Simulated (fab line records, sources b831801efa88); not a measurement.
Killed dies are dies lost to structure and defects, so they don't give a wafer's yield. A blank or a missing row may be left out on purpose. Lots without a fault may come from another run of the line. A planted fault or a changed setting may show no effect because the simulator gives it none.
Tool commonality check | flow gf180mcu | 12 lots, 36 wafers sampled

WHY IT WAS OPENED
At GF_VT_IMPLANT_RS_MEAS_46 the reading MVSD_RS is flagged on 2 of 12 lots. Wafers without a fault read 456.6 ohm/sq, standard deviation 1.1.
Rule: a lot is flagged when every wafer of it that has a number lies more than 4 standard deviations from that mean, or none has a number. The other lots count as sound.

lot  | measured     | on            | MVSD_RS (ohm/sq), wafer by wafer | flag
L546 | day 8 02:37  | film_metro-01 | 457.8 456.9 456.8                |
L547 | day 8 07:05  | film_metro-04 | 454.6 455.4 454.6                |
L548 | day 8 13:58  | film_metro-01 | 456.2 456.6 455.3                |
L549 | day 8 22:29  | film_metro-01 | 456.2 456.7 454.6                |
L550 | day 9 06:40  | film_metro-01 | 456.4 456.3 456.7                |
L552 | day 10 00:07 | film_metro-04 | 539.5 537.2 539.4                | FLAGGED
L553 | day 10 02:01 | film_metro-04 | 539.5 540.6 538.4                | FLAGGED
L557 | day 11 05:25 | film_metro-01 | 455.3 456.9 455.8                |
L561 | day 12 09:31 | film_metro-04 | 456.9 456.2 456.3                |
L563 | day 12 20:58 | film_metro-04 | 456.3 454.4 455.5                |
L565 | day 13 12:40 | film_metro-03 | 457.0 456.7 458.1                |
L567 | day 13 23:55 | film_metro-04 | 457.5 456.9 458.6                |
The numbers of the flagged lots are 539.1 ohm/sq on average: +82.5 ohm/sq against the usual, or +75 standard deviations.

WHICH TOOL RAN EACH LOT
The record holds 1 process step before the reading, out of a route of 602 steps. In each cell: the tool, then ch and the chambers that the sampled wafers went through, then the start.
lot  | flag    | GF_MVSD_IMPLANT_09
L546 |         | implanter-02 ch 0, day 4 22:30
L547 |         | implanter-02 ch 0, day 5 03:12
L548 |         | implanter-01 ch 0, day 5 07:28
L549 |         | implanter-01 ch 0, day 5 14:50
L550 |         | implanter-01 ch 0, day 5 21:22
L552 | FLAGGED | implanter-01 ch 0, day 6 12:04
L553 | FLAGGED | implanter-01 ch 0, day 6 15:45
L557 |         | implanter-03 ch 0, day 7 13:42
L561 |         | implanter-03 ch 0, day 8 13:09
L563 |         | implanter-02 ch 0, day 8 23:07
L565 |         | implanter-02 ch 0, day 9 14:15
L567 |         | implanter-03 ch 0, day 9 23:21
What these steps do:
- GF_MVSD_IMPLANT_09
- GF_VT_IMPLANT_RS_MEAS_46: measures by four-point-probe.

FLAGGED OVER TOTAL, TOOL BY TOOL (the gauges that took the reading come last)
step                     | tool          | lots run | flagged | share of the flagged lots | sound lots run after its first flagged lot
GF_MVSD_IMPLANT_09       | implanter-01  | 5        | 2       | all                       | 0
GF_MVSD_IMPLANT_09       | implanter-02  | 4        | 0       | none                      | -
GF_MVSD_IMPLANT_09       | implanter-03  | 3        | 0       | none                      | -
GF_VT_IMPLANT_RS_MEAS_46 | film_metro-01 | 5        | 0       | none                      | -
GF_VT_IMPLANT_RS_MEAS_46 | film_metro-03 | 1        | 0       | none                      | -
GF_VT_IMPLANT_RS_MEAS_46 | film_metro-04 | 6        | 2       | all                       | 3 (L561,L563,L567)

WHAT THE TABLE ALLOWS
2 rows of the table ran every flagged lot: implanter-01 at GF_MVSD_IMPLANT_09, film_metro-04 at GF_VT_IMPLANT_RS_MEAS_46.
- implanter-01 at GF_MVSD_IMPLANT_09: 2 of its 5 lots flagged. Its last sound lot is L550 (day 5 21:22), its first flagged lot L552 (day 6 12:04): a fault that began between those two fits. Its own readings lie more than 4 standard deviations out on every wafer of the flagged lots: dose_ions_cm2, faraday_current_uA.
- film_metro-04 at GF_VT_IMPLANT_RS_MEAS_46: 2 of its 6 lots flagged. Sound lots ran on it after the first flagged one (L561, L563, L567), which a lasting fault on the whole tool wouldn't allow.
One tool is left: implanter-01 at GF_MVSD_IMPLANT_09.

WHAT THE SIMULATOR HAD PUT IN
Process parameter drift: implanter-01, from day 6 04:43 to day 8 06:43, at GF_MVSD_IMPLANT_09. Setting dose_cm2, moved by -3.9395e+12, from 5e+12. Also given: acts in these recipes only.
Lots struck among those shown: L552, L553. The rule above found the same.
